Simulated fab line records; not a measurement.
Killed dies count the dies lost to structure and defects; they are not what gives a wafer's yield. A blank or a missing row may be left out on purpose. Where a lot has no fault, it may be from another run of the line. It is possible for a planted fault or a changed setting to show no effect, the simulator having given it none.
The tool behind it: which one? | flow gf180mcu | 32 wafers from 11 lots sampled at 3 of the route's 602 steps

WHAT THE GAUGES READ, wafer by wafer
GF_CONTACT_RS_MEAS_25: a four-point-probe measurement.
lot  | measured     | on            | CONTACT_W_RS (ohm/sq)
L512 | day 15 21:32 | film metro-03 | 0.391 0.389 0.393
L513 | day 16 12:13 | film metro-02 | 0.391 0.396 0.390
L516 | day 17 06:29 | film metro-03 | 0.379 0.382 0.381
L517 | day 18 02:37 | film metro-03 | 0.387 0.381 0.376
L519 | day 18 13:08 | film metro-04 | 0.384 0.374 0.387
L520 | day 19 00:25 | film metro-04 | 0.380 0.383 0.378
L521 | day 19 10:47 | film metro-02 | 0.382 0.382 0.391
L522 | day 19 22:04 | film metro-03 | 0.385 0.386 0.384
L523 | day 20 07:06 | film metro-03 | 0.380 0.388 0.382
L526 | day 21 14:44 | film metro-04 | 0.379 0.381 0.377
L532 | day 23 15:31 | film metro-02 | 0.385 0.489 0.385 0.488

WHAT TOOL EACH LOT RAN ON (gives the tool, then ch and the chambers of the sampled wafers, and finally the start)
lot  | GF_CONTACT_SPUTTER_22        | GF_CONTACT_CVD_24
L512 | pvd sputter-03, day 15 21:10 | cvd w-01 ch 1, day 15 21:22
L513 | pvd sputter-02, day 16 11:53 | cvd w-02 ch 0, day 16 12:01
L516 | pvd sputter-04, day 17 06:16 | cvd w-01 ch 0,1, day 17 06:22
L517 | pvd sputter-03, day 18 02:25 | cvd w-02 ch 0,1, day 18 02:31
L519 | pvd sputter-03, day 18 12:56 | cvd w-02 ch 0,1, day 18 13:02
L520 | pvd sputter-02, day 19 00:13 | cvd w-02 ch 0,1, day 19 00:19
L521 | pvd sputter-04, day 19 10:34 | cvd w-01 ch 0,1, day 19 10:40
L522 | pvd sputter-03, day 19 21:51 | cvd w-02 ch 0,1, day 19 21:57
L523 | pvd sputter-03, day 20 06:54 | cvd w-02 ch 0,1, day 20 07:00
L526 | pvd sputter-04, day 21 14:32 | cvd w-02 ch 0,1, day 21 14:38
L532 | pvd sputter-02, day 23 15:16 | cvd w-01 ch 0,1, day 23 15:24
- GF_CONTACT_SPUTTER_22: material Ti, target thk 15 nm, time 80.02 s.
- GF_CONTACT_CVD_24: deposits W, target thk 300 nm, time 90.339 s.

THE ANSWER, worked out from the rows above alone
Rule: what is usual is taken from the lots themselves. The widest of any qualifying gaps counts: lots, ordered by their means at a reading, are off when they make up no more than a third of the lots, leave a main group of 4 or more, and stand apart from it by 3 or more times the standard deviation of that group's means. Not used: any main group whose means are identical at the precision the tables above print for the reading. A lot without any number at a reading at which 4 lots or more have one is off too. Where the step has rows for the other lots, those lots are counted as sound.
Off: L532, at GF_CONTACT_RS_MEAS_25 (CONTACT_W_RS). For the main group the mean is 0.384 ohm/sq and the standard deviation 0.0043.
If a tool, at a process step before that reading, ran all the lots that are off and no sound lot after the first of them, it fits. The gauges at GF_CONTACT_RS_MEAS_25 are tried like those tools. Can't be told from this: 3 tools fit, pvd sputter-02 at GF_CONTACT_SPUTTER_22, cvd w-01 at GF_CONTACT_CVD_24, film metro-02 at GF_CONTACT_RS_MEAS_25.

WHAT THE SIMULATOR HAD PUT IN
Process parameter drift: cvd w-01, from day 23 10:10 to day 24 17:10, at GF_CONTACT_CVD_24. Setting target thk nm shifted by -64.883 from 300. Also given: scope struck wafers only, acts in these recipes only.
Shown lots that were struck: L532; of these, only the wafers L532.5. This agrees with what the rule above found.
